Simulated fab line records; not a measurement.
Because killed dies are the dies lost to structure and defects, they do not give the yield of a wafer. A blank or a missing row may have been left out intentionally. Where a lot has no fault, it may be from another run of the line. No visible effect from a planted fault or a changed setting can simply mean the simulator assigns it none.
Chamber matching + flow sky130 + rie_diel-01 running SKY_METAL3_ETCH_17: 4 sister chambers
The step etches SiO2 in C4F8/O2/Ar, stops on TiN, time 3.9 s, target depth 15 nm. 4 wafers are shown with their chamber, then 8 later ones without.

== WAFERS PAIRED WITH THEIR CHAMBERS ==
| wafer  | chamber | oes_product_au (a.u.) |
|--------|---------|-----------------------|
| L086.4 | 3       | 0.747                 |
| L087.4 | 0       | 0.758                 |
| L087.5 | 2       | 0.758                 |
| L091.1 | 1       | 0.747                 |

== WAFERS WITHOUT THEIR CHAMBER ==
| wafer  | oes_product_au (a.u.) |
|--------|-----------------------|
| L091.2 | 0.754                 |
| L091.5 | 0.749                 |
| L093.1 | 0.749                 |
| L093.2 | 0.747                 |
| L093.5 | 0.745                 |
| L095.2 | 0.748                 |
| L095.3 | 0.755                 |
| L095.6 | 0.748                 |

== CHAMBER TAKEN BY EACH ==
| wafer  | from the rows above               | in truth |
|--------|-----------------------------------|----------|
| L091.2 | can't be placed: 0 or 2 or 1 or 3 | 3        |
| L091.5 | can't be placed: 1 or 3           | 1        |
| L093.1 | can't be placed: 1 or 3           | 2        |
| L093.2 | can't be placed: 1 or 3           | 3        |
| L093.5 | can't be placed: 1 or 3           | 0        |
| L095.2 | can't be placed: 1 or 3           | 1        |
| L095.3 | can't be placed: 0 or 2           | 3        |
| L095.6 | can't be placed: 1 or 3           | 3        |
Correct placement for 0 of the 8. Unplaceable from these rows: 8, with the true chamber sitting among the candidates in 5. Wrongly placed: 0.
How it was worked out, from the rows above alone: a wafer's distance from a chamber is the root of the sum, over the readings, of the square of ((its reading less the chamber's mean) divided by the reading's scatter). The wafer belongs to the nearest chamber; if the next one is less than 2 further off, it can't be placed. Each chamber's mean is taken over the wafers shown for it. The scatter: root of mean squared gap, hidden wafer to nearest shown wafer, with one shown wafer a chamber.
